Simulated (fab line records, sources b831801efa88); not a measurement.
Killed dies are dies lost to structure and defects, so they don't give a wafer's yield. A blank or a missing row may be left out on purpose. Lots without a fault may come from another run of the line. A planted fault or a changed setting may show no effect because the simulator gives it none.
fab line records | flow sfq_line
record lots=6 wafers=18 last_day=83
route steps=325 shown M6@255 I6@266
lots that met no fault: from a run of the same line without faults
start_h: hours from the record's first day to the start of the lot's first wafer shown | wait_h: hours since the lot's step before | " the same as in the row above | L1.1+2: a row that stands for several wafers | - no value, or no start given | * or withheld: withheld | < > ~ a bound
route shown NAME@n: a module of which the file shows steps, and the number in the route of the first | usual: mean/standard deviation of fault-free wafers | same: alike in all rows | chamber/n: place in a boat | sites: the reading at each site | _std_site: their standard deviation | _edge_site: outer sites' mean less inner sites' | radius_mm: how far each site lies from the wafer's centre | mask NAME#n: copy n | behind: the tool/chamber that last shaped the wafer | hold: why the lot was held/for how many hours/how that ended | device: the transistor (n, p or np) that didn't switch | end of line: the same wafers' tests at the end of the route | a step without rows: its recipe alone | killed: dies lost to structure and defects at the first sort, not the wafer's yield | map: a wafer's dies, x killed, . not, _ none there
set.NAME: the setting as run; set.NAME@STEP: as run at that earlier step | model.NAME: the simulator's own value behind a step, which no gauge read
lots at some steps of the route; a table a step, a row a wafer
services: from which hour (start_h, from the record's first day; less than 0 if before it) a tool's chamber was out of use, for how many hours, and why
## steps
# step SFQ_TRILAYER_M6_LITHO_COAT_164
# recipe resist=BARC spin_rpm=3000 resist_thk_nm=62
# step SFQ_TRILAYER_M6_LITHO_COAT_159
# recipe resist=KrF spin_rpm=3000 resist_thk_nm=600
# step SFQ_TRILAYER_M6_LITHO_SOFTBAKE_163
# recipe temp_c=withheld time_s=withheld resist=KrF
# step SFQ_TRILAYER_M6_LITHO_EXPOSE_160
# recipe mask_id=M6 na=0.6 source_shape=conventional sigma_outer=0.65 target_cd_nm=500 dose_mj=14.4
# step SFQ_TRILAYER_M6_LITHO_PEB_162
# recipe peb_temp_c=115 peb_time_s=60 resist=KrF
# step SFQ_TRILAYER_M6_LITHO_DEVELOP_161
# recipe time_s=60 resist=KrF
# step SFQ_M6_OVL_MEAS_940
# usual M6_OVL=4/5.4
# columns lot.wafer tool chamber start_h wait_h M6_OVL[nm]
L637.1 overlay-02 - 1520.98 0.1 7
L637.4 " - " " 4
L637.5 " - " " 4
L639.1 overlay-01 - 1654.06 0.1 -8
L639.3 " - " " 2
L639.5 " - " " -3
L644.2 overlay-02 - 1747.76 0.1 12
L644.3 " - " " 5
L644.5 " - " " 7
L645.2 overlay-01 - 1754.96 0.1 -4
L645.4 " - " " 6
L645.6 " - " " 9
L648.1 overlay-01 - 1768.67 0.1 4
L648.4 " - " " 9
L648.6 " - " " 11
L652.2 overlay-01 - 1803.09 0.1 11
L652.5 " - " " -1
L652.6 " - " " 11
# step SFQ_TRILAYER_M6_BARC_OPEN_METAL_ETCH_206
# recipe mask_material=PR chemistry=O2 target_depth_nm=125 target=BARC icp_w=600 bias_w=80 pressure_mtorr=10 time_s=41.7
# usual drypump_motor_current_A=6.0/0.53 he_backside_leak_sccm=3.40/0.21 oes_product_au=0.685/0.0043
# same time_s=41.7
# columns lot.wafer tool chamber start_h wait_h drypump_motor_current_A he_backside_leak_sccm oes_product_au rf_hours_counter_h
L637.1 rie_metal-01 1 1521.02 0.0 6.0 3.37 0.676 22
L637.4 " 1 " " 6.0 3.42 0.683 -
L637.5 " 1 " " 6.1 3.37 0.682 -
L639.1 rie_metal-03 0 1654.09 0.0 6.3 3.43 0.685 56
L639.3 " 0 " " 6.3 3.45 0.685 -
L639.5 " 1 " " 6.4 3.44 0.681 -
L644.2 rie_metal-03 0 1747.79 0.0 6.3 3.39 0.690 70
L644.3 " 1 " " 6.5 3.37 0.682 -
L644.5 " 0 " " 6.3 3.41 0.682 -
L645.2 rie_metal-04 1 1754.99 0.0 5.0 3.50 0.690 3
L645.4 " 0 " " 6.2 3.20 0.688 -
L645.6 " 1 " " 5.0 3.51 0.688 -
L648.1 rie_metal-04 0 1768.71 0.0 6.2 3.19 0.684 40
L648.4 " 1 " " 5.0 3.59 0.681 -
L648.6 " 1 " " 5.0 3.70 0.686 -
L652.2 rie_metal-03 1 1803.12 0.0 6.4 3.40 0.683 67
L652.5 " 1 " " 6.5 3.54 0.683 -
L652.6 " 0 " " 6.3 3.24 0.687 -
# step SFQ_TRILAYER_M6_ETCH_METAL_ETCH_162
# recipe target=Nb stop_on=SiO2 mask_material=PR chemistry=Cl2/Ar target_depth_nm=240 icp_w=600 bias_w=80 pressure_mtorr=10 time_s=120
# usual drypump_motor_current_A=6.0/0.53 he_backside_leak_sccm=3.35/0.21 oes_product_au=0.893/0.0073
# same time_s=120
# columns lot.wafer tool chamber start_h wait_h drypump_motor_current_A he_backside_leak_sccm oes_product_au rf_hours_counter_h
L637.1 rie_metal-01 1 1521.14 0.1 6.0 3.03 0.894 22
L637.4 " 1 " " 6.1 3.32 0.905 -
L637.5 " 1 " " 6.1 3.32 0.893 -
L639.1 rie_metal-03 0 1654.15 0.0 6.3 3.08 0.884 56
L639.3 " 0 " " 6.3 3.26 0.895 -
L639.5 " 1 " " 6.4 3.36 0.888 -
L644.2 rie_metal-03 0 1747.85 0.0 6.3 3.20 0.907 70
L644.3 " 1 " " 6.4 3.38 0.898 -
L644.5 " 0 " " 6.3 3.23 0.892 -
L645.2 rie_metal-04 1 1755.05 0.0 5.0 3.68 0.896 3
L645.4 " 0 " " 6.2 3.08 0.895 -
L645.6 " 1 " " 5.0 3.53 0.893 -
L648.1 rie_metal-04 0 1768.76 0.0 6.2 3.31 0.896 41
L648.4 " 1 " " 5.0 3.53 0.889 -
L648.6 " 1 " " 5.0 3.59 0.895 -
L652.2 rie_metal-03 1 1803.18 0.0 6.5 3.17 0.901 67
L652.5 " 1 " " 6.5 3.25 0.901 -
L652.6 " 0 " " 6.3 3.44 0.901 -
# step SFQ_TRILAYER_M6_STRIP_STRIP_163
# recipe gas=O2 power_w=200 platen_temp_c=40 overash_fraction=0.65 chemistry=O2 pressure_mtorr=50
# usual drypump_motor_current_A=6.0/0.53 he_backside_leak_sccm=3.37/0.23 oes_product_au=0.996/0.0088
# columns lot.wafer tool chamber start_h wait_h drypump_motor_current_A he_backside_leak_sccm oes_product_au rf_hours_counter_h
L637.1 rie_metal-01 1 1521.39 0.2 6.0 3.01 1.002 23
L637.4 " 1 " " 6.1 3.10 1.005 -
L637.5 " 1 " " 6.1 2.98 1.013 -
L639.1 rie_metal-03 0 1654.28 0.1 6.3 3.23 0.995 57
L639.3 " 0 " " 6.3 3.14 0.998 -
L639.5 " 1 " " 6.4 3.29 0.995 -
L644.2 rie_metal-03 0 1747.98 0.1 6.3 3.06 1.009 70
L644.3 " 1 " " 6.4 3.21 0.990 -
L644.5 " 0 " " 6.3 3.12 1.004 -
L645.2 rie_metal-04 1 1755.18 0.1 5.0 3.68 0.999 4
L645.4 " 0 " " 6.2 3.20 0.982 -
L645.6 " 1 " " 5.0 3.53 1.006 -
L648.1 rie_metal-04 0 1768.89 0.1 6.2 3.20 0.994 41
L648.4 " 1 " " 5.1 3.54 1.004 -
L648.6 " 1 " " 5.0 3.51 0.990 -
L652.2 rie_metal-03 1 1803.30 0.1 6.4 3.17 0.992 67
L652.5 " 1 " " 6.4 3.19 0.983 -
L652.6 " 0 " " 6.3 3.28 1.001 -
# step SFQ_TRILAYER_M6_STRIP_SOLV_CLEAN_164
# recipe chemistry=NMP temp_c=70 time_s=600
# step SFQ_TRILAYER_I6_DEP_PECVD_165
# recipe material=SiO2 temp_c=150 time_s=111.11 pressure_torr=2.4 rf_w=183.3 precursor=SiH4/N2O target_thk_nm=500
# usual heater_power_w=82/17 rf_fwd_power_W=182.5/0.58 showerhead_vpp_V=823/32 susceptor_temp_C=149.98/0.14 throttle_valve_pct=24.0/1.1
# same time_s=111.11
# columns lot.wafer tool chamber start_h wait_h heater_power_w rf_fwd_power_W showerhead_vpp_V susceptor_temp_C throttle_valve_pct model.SiO2_of_TRILAYER_I6_DEP_PECVD_165.thk_nm
L637.1 pecvd-01 0 1522.76 0.0 86 182.4 823 150.13 25.8 499.9
L637.4 " 1 " " 87 182.1 844 150.20 26.5 518.3
L637.5 " 0 " " 89 181.9 833 150.26 25.9 503.9
L639.1 pecvd-04 0 1655.05 0.0 59 181.5 890 150.05 24.3 502.5
L639.3 " 2 " " 93 182.9 823 150.04 24.2 494
L639.5 " 1 " " 123 181.9 851 150.02 24.9 508.1
L644.2 pecvd-03 1 1748.75 0.0 81 182.8 780 150.06 23.1 501.8
L644.3 " 2 " " 65 182.2 793 150.05 23.7 504.7
L644.5 " 0 " " 57 180.9 839 150.01 23.2 507.3
L645.2 pecvd-01 2 1755.99 0.0 91 182.7 795 150.03 22.6 501.5
L645.4 " 2 " " 78 183.0 795 150.00 22.8 498.5
L645.6 " 2 " " 88 183.0 794 150.03 22.8 505.5
L648.1 pecvd-03 1 1769.66 0.0 110 109.7 591 150.07 23.2 431.1
L648.4 " 1 " " 109 109.4 601 149.98 23.3 438.4
L648.6 " 2 " " 88 109.4 624 149.95 23.7 426.6
L652.2 pecvd-03 0 1804.08 0.0 81 110.0 658 149.87 23.3 422.8
L652.5 " 0 " " 83 109.5 648 150.01 23.3 431.8
L652.6 " 2 " " 104 108.3 634 149.91 23.8 433.9
# step SFQ_TRILAYER_I6_CMP_CMP_166
# recipe material=SiO2 down_force_psi=3 platen_rpm=60 pad_velocity_m_s=0.94248
# usual motor_current_A=10.0/0.87 slurry_filter_dp_kPa=13.48/0.15 time_to_endpoint_s=214/9.1
# columns lot.wafer tool chamber start_h wait_h motor_current_A slurry_filter_dp_kPa time_to_endpoint_s
L637.4 cmp-02 0 1526.39 3.6 8.9 13.48 229
L637.1 " 2 1527.39 4.6 10.0 13.26 207
L637.5 " 0 1528.39 5.6 9.2 13.66 211
L639.3 cmp-02 2 1655.13 0.0 10.4 13.52 201
L639.1 " 1 1656.63 1.5 9.1 13.62 228
L639.5 " 3 1657.63 2.5 9.3 13.67 222
L644.3 cmp-02 2 1748.83 0.0 10.1 13.47 214
L644.2 " 0 1749.83 1.0 8.9 13.52 208
L644.5 " 2 1750.83 2.0 10.1 13.41 214
L645.2 cmp-01 3 1756.19 0.2 9.7 13.61 215
L645.4 " 0 " " 10.4 13.42 198
L645.6 " 0 1758.69 2.5 10.2 13.57 207
L648.1 cmp-01 2 1770.83 1.1 9.6 13.69 154
L648.4 " 3 " " 9.6 13.53 168
L648.6 " 1 1772.33 2.6 11.3 13.64 151
L652.2 cmp-01 3 1804.65 0.5 10.2 13.66 155
L652.5 " 2 1806.15 2.0 8.6 13.28 159
L652.6 " 3 " " 9.2 13.45 163
# step SFQ_I6_BOW_MEAS_941
# recipe mode=bow
# usual I6_BOW=8/10
# columns lot.wafer tool chamber start_h wait_h I6_BOW[um]
L637.1 film_metro-01 - 1528.89 1.0 13
L637.4 " - " " 5
L637.5 " - " " 19
L639.1 film_metro-02 - 1658.13 1.0 5
L639.3 " - " " -5
L639.5 " - " " 3
L644.2 film_metro-01 - 1751.85 1.5 8
L644.3 " - " " 5
L644.5 " - " " 8
L645.2 film_metro-02 - 1759.21 2.5 8
L645.4 " - " " 8
L645.6 " - " " 9
L648.1 film_metro-04 - 1772.83 1.5 4
L648.4 " - " " 10
L648.6 " - " " -3
L652.2 film_metro-01 - 1807.17 2.0 3
L652.5 " - " " 2
L652.6 " - " " 8
## services
# columns tool chamber start_h hours kind
rie_metal-03 - 1507.12 5.0 repair
cmp-01 - 1533.59 1.1 repair
cmp-01 - 1555.65 6.5 pm
pecvd-03 - 1556.80 1.8 repair
pecvd-01 - 1563.49 1.4 repair
cmp-02 - 1595.30 0.9 repair
cmp-01 - 1598.12 4.0 pm
pecvd-03 2 1600.73 5.9 repair
rie_metal-03 - 1622.55 1.4 pm
rie_metal-04 - 1629.21 1.4 pm
pecvd-01 - 1642.55 6.0 pm
cmp-02 - 1651.12 2.8 repair
rie_metal-04 0 1661.82 7.4 repair
rie_metal-03 - 1671.23 2.8 pm
pecvd-03 - 1689.25 2.0 repair
cmp-01 - 1695.71 0.7 repair
cmp-01 - 1719.16 1.9 repair
cmp-02 - 1721.09 8.8 pm
rie_metal-04 - 1753.40 0.9 repair
rie_metal-04 1 1757.32 8.2 repair
cmp-02 - 1760.87 0.9 repair
cmp-02 - 1771.89 4.4 pm
cmp-01 - 1773.54 9.3 repair
cmp-02 - 1776.27 4.0 pm
## key
first_sign step=SFQ_TRILAYER_I6_DEP_PECVD_165 reading=rf_fwd_power_W direction=down sigmas=99+ usual=182.5 struck=109.4
effect step=SFQ_TRILAYER_I6_DEP_PECVD_165 reading=showerhead_vpp_V direction=down sigmas=6.1 usual=823 struck=626
effect step=SFQ_TRILAYER_I6_CMP_CMP_166 reading=time_to_endpoint_s direction=down sigmas=6.1 usual=* struck=*
model_effect step=SFQ_TRILAYER_I6_DEP_PECVD_165 value=SiO2_of_TRILAYER_I6_DEP_PECVD_165.thk_nm without=502 struck=430.8
met_at SFQ_TRILAYER_I6_DEP_PECVD_165
struck_wafers L648.1,L648.4,L648.6,L652.2,L652.5,L652.6
onset_between 1748.75 1769.66
fault kind=process_parameter_drift tool=pecvd-03 chamber=- onset_h=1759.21 steps=SFQ_TRILAYER_I6_DEP_PECVD_165 channel=rf_w offset=-73.32 shape=step end_h=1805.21 acts_in=these_recipes_only stated=183.3
